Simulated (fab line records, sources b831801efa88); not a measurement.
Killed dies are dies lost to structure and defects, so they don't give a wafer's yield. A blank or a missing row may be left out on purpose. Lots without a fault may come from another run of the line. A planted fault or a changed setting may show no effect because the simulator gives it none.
Which tool did it? | flow sky130 | 10 lots, 30 wafers sampled, at 7 steps of a route of 708

WHAT THE GAUGES READ, wafer by wafer
The record holds no reading of a measuring or inspecting step that can be judged against a usual standard deviation.

WHICH TOOL RAN EACH LOT (tool, then ch and the chambers of the sampled wafers, then the start)
lot  | SKY_LI_CONTACT_STRIP_16              | SKY_LI_CONTACT_CMP_24         | SKY_LOCAL_INTERCONNECT_ETCH_13    | SKY_LOCAL_INTERCONNECT_METAL_ETCH_14 | SKY_LOCAL_INTERCONNECT_STRIP_15      | SKY_CONTACT_ETCH_18            | SKY_PAD_OPEN_PROBE_99
L944 | plasma_asher-04 ch 0,1, day 30 19:13 | cmp-02 ch 0,1,2, day 30 20:00 | rie_metal-04 ch 0,1, day 31 23:32 | rie_metal-04 ch 0,1, day 31 23:37    | plasma_asher-04 ch 0,1, day 31 23:40 | rie_diel-04 ch 1,2, no start   | -
L945 | plasma_asher-03 ch 0,1, day 31 02:14 | cmp-01 ch 0,1,3, day 31 03:01 | rie_metal-02 ch 0,1, day 32 07:08 | rie_metal-02 ch 0,1, day 32 07:13    | plasma_asher-04 ch 0,1, day 32 07:16 | rie_diel-02 ch 0,1,3, no start | -
L946 | plasma_asher-04 ch 0,1, day 31 02:46 | cmp-02 ch 1,2, day 31 03:30   | rie_metal-04 ch 0,1, day 32 07:41 | rie_metal-04 ch 0,1, day 32 07:46    | plasma_asher-03 ch 0,1, day 32 07:49 | rie_diel-04 ch 0,3, no start   | -
L947 | plasma_asher-04 ch 0,1, day 31 21:09 | cmp-02 ch 0,2,3, day 31 21:58 | rie_metal-04 ch 0,1, day 33 01:34 | rie_metal-04 ch 0,1, day 33 01:37    | plasma_asher-04 ch 0,1, day 33 01:41 | rie_diel-04 ch 0,1,3, no start | -
L948 | plasma_asher-04 ch 0,1, day 32 11:06 | cmp-02 ch 1,2, day 32 11:52   | rie_metal-02 ch 1, day 33 15:40   | rie_metal-02 ch 1, day 33 15:46      | plasma_asher-03 ch 0,1, day 33 15:52 | rie_diel-03 ch 1,2,3, no start | -
L952 | plasma_asher-01 ch 0,1, day 33 12:40 | cmp-01 ch 0,2, day 33 13:25   | rie_metal-04 ch 0,1, day 34 16:26 | rie_metal-04 ch 0,1, day 34 16:31    | plasma_asher-02 ch 0,1, day 34 16:34 | rie_diel-04 ch 0,1,3, no start | -
L953 | plasma_asher-04 ch 0,1, day 33 16:07 | cmp-02 ch 0,1, day 33 16:55   | rie_metal-01 ch 0,1, day 34 20:29 | rie_metal-01 ch 0,1, day 34 20:33    | plasma_asher-04 ch 0,1, day 34 20:37 | rie_diel-04 ch 0,2,3, no start | -
L962 | plasma_asher-04 ch 0,1, day 37 16:40 | cmp-02 ch 0,1,2, day 37 17:26 | rie_metal-01 ch 0, day 38 19:43   | rie_metal-01 ch 0, day 38 19:47      | plasma_asher-03 ch 1, day 38 19:50   | -                              | prober-01, day 51 14:29
L963 | plasma_asher-03 ch 0,1, day 37 17:49 | cmp-02 ch 0,2, day 37 18:37   | rie_metal-02 ch 0,1, day 38 20:40 | rie_metal-02 ch 0,1, day 38 20:44    | plasma_asher-04 ch 0,1, day 38 20:47 | -                              | prober-02, day 51 14:40
L961 | plasma_asher-03 ch 0,1, day 37 20:37 | cmp-01 ch 0,1,2, day 37 21:22 | rie_metal-02 ch 0,1, day 38 23:34 | rie_metal-02 ch 0,1, day 38 23:38    | plasma_asher-02 ch 0,1, day 38 23:41 | -                              | prober-02, day 51 16:58
- SKY_LI_CONTACT_STRIP_16: strips in O2/N2.
- SKY_LI_CONTACT_CMP_24: polishes, stops on PSG, t overpolish 20 s, target thk 0 nm.
- SKY_LOCAL_INTERCONNECT_ETCH_13: etches BARC in N2/H2, stops on SiO2, time 45.9 s, target depth 60 nm.
- SKY_LOCAL_INTERCONNECT_METAL_ETCH_14: etches TiN in Cl2/BCl3, stops on PSG, target depth 110 nm, time 31.4 s.
- SKY_LOCAL_INTERCONNECT_STRIP_15: strips in O2/N2.
- SKY_CONTACT_ETCH_18: etches Si3N4 in CHF3/O2, stops on TiN, time 39 s, target depth 75 nm.
- SKY_PAD_OPEN_PROBE_99

WHAT THE TOOLS THEMSELVES READ (means of the sampled wafers that have a number; where no wafer has one, the mark that the record gives instead)
SKY_LI_CONTACT_STRIP_16.
lot  | tool            | drypump_motor_current_A (A) | oes_product_au (a.u.) | strip_time_to_endpoint_s (s)
L944 | plasma_asher-04 | 6.2                         | 0.376                 | 3.47
L945 | plasma_asher-03 | 5.8                         | 0.381                 | 3.50
L946 | plasma_asher-04 | 6.2                         | 0.378                 | 3.47
L947 | plasma_asher-04 | 6.0                         | 0.375                 | 3.49
L948 | plasma_asher-04 | 6.0                         | 0.375                 | 3.50
L952 | plasma_asher-01 | 5.9                         | 0.379                 | 3.46
L953 | plasma_asher-04 | 6.2                         | 0.374                 | 3.52
L962 | plasma_asher-04 | 6.2                         | 0.377                 | 3.50
L963 | plasma_asher-03 | 6.2                         | 0.375                 | 3.50
L961 | plasma_asher-03 | 6.2                         | 0.377                 | 3.49

SKY_LI_CONTACT_CMP_24.
lot  | tool   | motor_current_A (A) | overpolish_run_s (s) | time_to_endpoint_s (s)
L944 | cmp-02 | 11.0                | 20.000               | 98
L945 | cmp-01 | 12.0                | 20.005               | 98
L946 | cmp-02 | 10.6                | 20.012               | 92
L947 | cmp-02 | 11.0                | 20.003               | 98
L948 | cmp-02 | 10.6                | 19.995               | 94
L952 | cmp-01 | 11.3                | 20.011               | 93
L953 | cmp-02 | 12.3                | 20.001               | 99
L962 | cmp-02 | 11.0                | 19.994               | 94
L963 | cmp-02 | 11.2                | 19.991               | 95
L961 | cmp-01 | 12.2                | 20.000               | 103

SKY_LOCAL_INTERCONNECT_ETCH_13.
lot  | tool         | bias_w (W) | chamber_pressure_mTorr (mTorr) | drypump_motor_current_A (A) | oes_product_au (a.u.) | throttle_valve_pct (%)
L944 | rie_metal-04 | 100.08     | 29.995                         | 5.6                         | 0.854                 | 13.240
L945 | rie_metal-02 | 99.83      | 29.962                         | 5.9                         | 0.848                 | 13.219
L946 | rie_metal-04 | 99.73      | 30.014                         | 5.8                         | 0.855                 | 13.233
L947 | rie_metal-04 | 100.01     | 29.966                         | 5.8                         | 0.857                 | 13.213
L948 | rie_metal-02 | 99.93      | 30.029                         | 5.3                         | 0.855                 | 13.223
L952 | rie_metal-04 | 99.89      | 29.998                         | 5.6                         | 0.859                 | 13.223
L953 | rie_metal-01 | 99.55      | 29.972                         | 5.9                         | 0.858                 | 13.236
L962 | rie_metal-01 | -          | -                              | -                           | -                     | -
L963 | rie_metal-02 | -          | -                              | -                           | -                     | -
L961 | rie_metal-02 | -          | -                              | -                           | -                     | -

SKY_LOCAL_INTERCONNECT_METAL_ETCH_14.
lot  | tool         | bcl3_flow_sccm (sccm) | bias_w (W) | drypump_motor_current_A (A) | oes_product_au (a.u.) | throttle_valve_pct (%)
L944 | rie_metal-04 | 29.85                 | 48.44      | 5.6                         | 0.953                 | 21.890
L945 | rie_metal-02 | 30.00                 | 48.51      | 5.9                         | 0.932                 | 21.889
L946 | rie_metal-04 | 30.07                 | 48.45      | 5.8                         | 0.935                 | 21.892
L947 | rie_metal-04 | 30.00                 | 48.60      | 5.8                         | 0.935                 | 21.904
L948 | rie_metal-02 | 30.03                 | 48.52      | 5.4                         | 0.945                 | 21.896
L952 | rie_metal-04 | 30.04                 | 48.44      | 5.6                         | 0.938                 | 21.900
L953 | rie_metal-01 | 30.14                 | 48.55      | 5.9                         | 0.946                 | 21.906
L962 | rie_metal-01 | 29.96                 | 48.65      | 6.1                         | 0.377                 | 22.253
L963 | rie_metal-02 | 30.02                 | 48.49      | 5.9                         | 0.376                 | 22.264
L961 | rie_metal-02 | 30.03                 | 48.58      | 5.6                         | 0.372                 | 22.257

SKY_LOCAL_INTERCONNECT_STRIP_15.
lot  | tool            | drypump_motor_current_A (A) | oes_product_au (a.u.) | strip_time_to_endpoint_s (s)
L944 | plasma_asher-04 | 6.2                         | 0.422                 | 4.684
L945 | plasma_asher-04 | 6.2                         | 0.427                 | 4.690
L946 | plasma_asher-03 | 6.1                         | 0.427                 | 4.702
L947 | plasma_asher-04 | 6.2                         | 0.429                 | 4.681
L948 | plasma_asher-03 | 6.2                         | 0.422                 | 4.699
L952 | plasma_asher-02 | 6.0                         | 0.428                 | 4.725
L953 | plasma_asher-04 | 6.2                         | 0.425                 | 4.698
L962 | plasma_asher-03 | 5.4                         | 0.444                 | 5.152
L963 | plasma_asher-04 | 6.2                         | 0.445                 | 5.163
L961 | plasma_asher-02 | 6.2                         | 0.447                 | 5.180

SKY_CONTACT_ETCH_18.
lot  | tool        | O2_flow_sccm (sccm) | bias_w (W) | drypump_motor_current_A (A) | oes_product_au (a.u.) | throttle_valve_pct (%)
L944 | rie_diel-04 | 4.995               | 199.9      | 6.2                         | 0.853                 | 8.789
L945 | rie_diel-02 | 4.997               | 199.7      | 5.7                         | 0.853                 | 8.792
L946 | rie_diel-04 | 5.007               | 201.1      | 5.9                         | 0.851                 | 8.792
L947 | rie_diel-04 | 4.996               | 200.2      | 5.8                         | 0.848                 | 8.789
L948 | rie_diel-03 | 5.003               | 200.2      | 6.2                         | 0.859                 | 8.790
L952 | rie_diel-04 | 5.008               | 199.7      | 5.8                         | 0.856                 | 8.794
L953 | rie_diel-04 | 5.013               | 199.7      | 6.0                         | 0.864                 | 8.797

SKY_PAD_OPEN_PROBE_99.
lot  | tool      | killed_at_M0_to_M3 | killed_at_M4_up | killed_at_contacts | killed_at_front_end | killed_at_other | killed_dies | killed_on_rim | killed_open | killed_short
L962 | prober-01 | 47                 | 4.0             | 429                | 12                  | 0.3             | 492         | 96            | 43          | 42
L963 | prober-02 | 42                 | 5.7             | 426                | 18                  | 0.3             | 492         | 96            | 54          | 35
L961 | prober-02 | 46                 | 4.3             | 429                | 12                  | 0.0             | 492         | 96            | 51          | 40

THE ANSWER, worked out from the rows above alone
Rule: what is usual is taken from the lots themselves. Put in order of their means at a reading, lots are off if they are a third of the lots or fewer, leave a main group of 4 or more, and stand apart from it by a gap of 3 or more times the standard deviation of the main group's means; of several such gaps the widest counts. A main group whose means are all the same, to the digits that the tables above print for the reading, isn't used. A lot without any number at a reading at which 4 lots or more have one is off too. The other lots that the step has rows for count as sound. The gauges are gone through in route order, then the tools' own readings, and for those a lot's mean is taken as printed above. The first step at which some lot is off is used, and at that step the reading that is off furthest; a lot without a number counts as furthest.
Off: L962, L963, L961, at SKY_LOCAL_INTERCONNECT_ETCH_13 (bias_w). Without a number there: L962, L963, L961. The main group: mean 99.86 W, standard deviation 0.17.
A tool fits if, at that step or a process step before it, it ran every lot that is off, and no sound lot after the first of them. None of those tried fits.

WHAT THE SIMULATOR HAD PUT IN
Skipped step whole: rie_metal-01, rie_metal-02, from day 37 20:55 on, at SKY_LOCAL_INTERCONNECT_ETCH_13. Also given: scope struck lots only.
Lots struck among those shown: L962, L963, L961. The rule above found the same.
